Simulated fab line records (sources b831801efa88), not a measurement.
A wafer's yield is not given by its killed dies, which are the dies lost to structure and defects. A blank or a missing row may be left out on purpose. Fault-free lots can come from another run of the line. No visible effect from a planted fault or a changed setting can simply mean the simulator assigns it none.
A struck lot beside a sound one / flow gf180mcu / 17 out of 602 route steps
Sound: the wafers L540.3, L540.4, L540.5. Wafers L546.1, L546.3, L546.5 were the ones struck. The cause comes at the end.
For every step that has rows: the tool of each side, followed by ch and its chambers, followed by its first start. Under that, the readings that differ: sound wafers / struck wafers / difference of the means / sigmas: that difference in standard deviations of wafers without a fault.
alike: readings with means less than 2 such deviations apart, plus words and numbers identical on both sides. not compared: withheld readings, readings lacking a value on some wafer, bounds such as >300 that could conceal the same value, and numbers that have no deviation in the record and whose values overlap.
A row with sigmas, a row that says differs or no value, or rows on one side alone: a step with any of these is where the two part. When numbers do not overlap yet have no deviation, they are printed without sigmas and do not part them. A reading that every wafer of one side lacks parts them only if that side has two wafers or more.

GF_SAB_STRIP_13: strips in O2/N2.
  sound on plasma_asher-03 ch 0,1, day 16 10:22; struck on plasma_asher-01 ch 0,1, day 18 06:48
  alike: drypump_motor_current_A, heater_power_w, n2_flow_sccm, oes_product_au, strip_time_to_endpoint_s
  not compared: rf_hours_counter_h
then, 2 steps without rows for these wafers: GF_SALICIDE_CLEAN_00 (cleans in SC1/SC2, time 150 s); GF_SALICIDE_WET_ETCH_01 (etches SiO2 in dHF, target depth 5 nm, time 100 s).
GF_SALICIDE_SPUTTER_02: material Co, target thk 10 nm, time 20 s.
  sound on pvd_sputter-02, day 16 10:31; struck on pvd_sputter-01, day 18 07:02
  alike: throttle_valve_pct
GF_SALICIDE_SPUTTER_03: material TiN, target thk 20 nm, time 16.7 s.
  sound on pvd_sputter-02, day 16 10:33; struck on pvd_sputter-01, day 18 07:04
  alike: throttle_valve_pct
GF_SALICIDE_RS_MEAS_04: measures by four-point-probe.
  sound on film_metro-04, day 16 10:37; struck on film_metro-03, day 18 07:05
  alike: SALICIDE_TIN_RS
GF_SALICIDE_THK_MEAS_05: measures by xrf.
  sound on film_metro-04, day 16 10:43; struck on film_metro-03, day 18 07:13
  alike: SALICIDE_TIN_THK
GF_SALICIDE_RTA_06: time 30 s.
  sound on rtp_anneal-02 ch 0, day 16 10:47; struck on rtp_anneal-01 ch 0, day 18 07:16
reading=lamp_power_pct (%); sound=6.13 6.12 6.13; struck=5.51 5.51 5.50; difference=-0.62; sigmas=-2
  alike: chamber_o2_ppm, wafer_temp_C_max
then, 1 step without rows for these wafers: GF_SALICIDE_WET_ETCH_07 (etches the open film in SPM, target depth 120 nm).
GF_SALICIDE_RTA_08: time 30 s.
  sound on rtp_anneal-01 ch 0, day 16 10:59; struck on rtp_anneal-02 ch 0, day 18 07:28
reading=lamp_power_pct (%); sound=15.3 15.3 15.3; struck=17.0 17.0 17.0; difference=+1.7; sigmas=+2
  alike: chamber_o2_ppm, wafer_temp_C_max
then, 1 step without rows for these wafers: GF_CONTACT_CVD_00 (deposits SiO2, target thk 300 nm, time 50 s).
GF_CONTACT_THK_MEAS_01:
  sound on film_metro-03, day 16 11:07; struck on film_metro-04, day 18 07:37
  alike: CONTACT_CVD_00_THK
GF_CONTACT_CVD_02: deposits SiO2 from TEOS, target thk 860 nm, time 95.992 s.
  sound on pecvd-04 ch 0,1, day 16 11:09; struck on pecvd-02 ch 0,1,2, day 18 07:41
reading=model.SiO2_of_CONTACT_CVD_02.thk_nm (nm); sound=859.3 870.1 856.9; struck=1092 1091 1113; difference=+237; sigmas=
  alike: heater_power_w
GF_CONTACT_THK_MEAS_03:
  sound on film_metro-04, day 16 11:14; struck on film_metro-03, day 18 07:45
reading=CONTACT_CVD_02_THK (nm); sound=859 869 857; struck=1093 1091 1113; difference=+237; sigmas=+24
GF_CONTACT_CMP_04: polishes SiO2.
  sound on cmp-01 ch 0,2,3, day 16 11:17; struck on cmp-01 ch 0,1,2, day 18 07:52
reading=time_to_endpoint_s (s); sound=116 114 112; struck=192 192 204; difference=+82; sigmas=+15
  alike: motor_current_A
GF_CONTACT_BOW_MEAS_05:
  sound on film_metro-03, day 16 11:37; struck on film_metro-03, day 18 08:07
  alike: CONTACT_BOW
following that, these wafers have no rows for 1 step: GF_PASSIVATION_PROBE_99.

== WHERE THEY PART ==
At GF_SALICIDE_RTA_06 first; at GF_CONTACT_CMP_04 last (within this record only). Later steps at which nothing parts them and some readings are alike: GF_CONTACT_BOW_MEAS_05.

WHY: whatever the simulator had introduced
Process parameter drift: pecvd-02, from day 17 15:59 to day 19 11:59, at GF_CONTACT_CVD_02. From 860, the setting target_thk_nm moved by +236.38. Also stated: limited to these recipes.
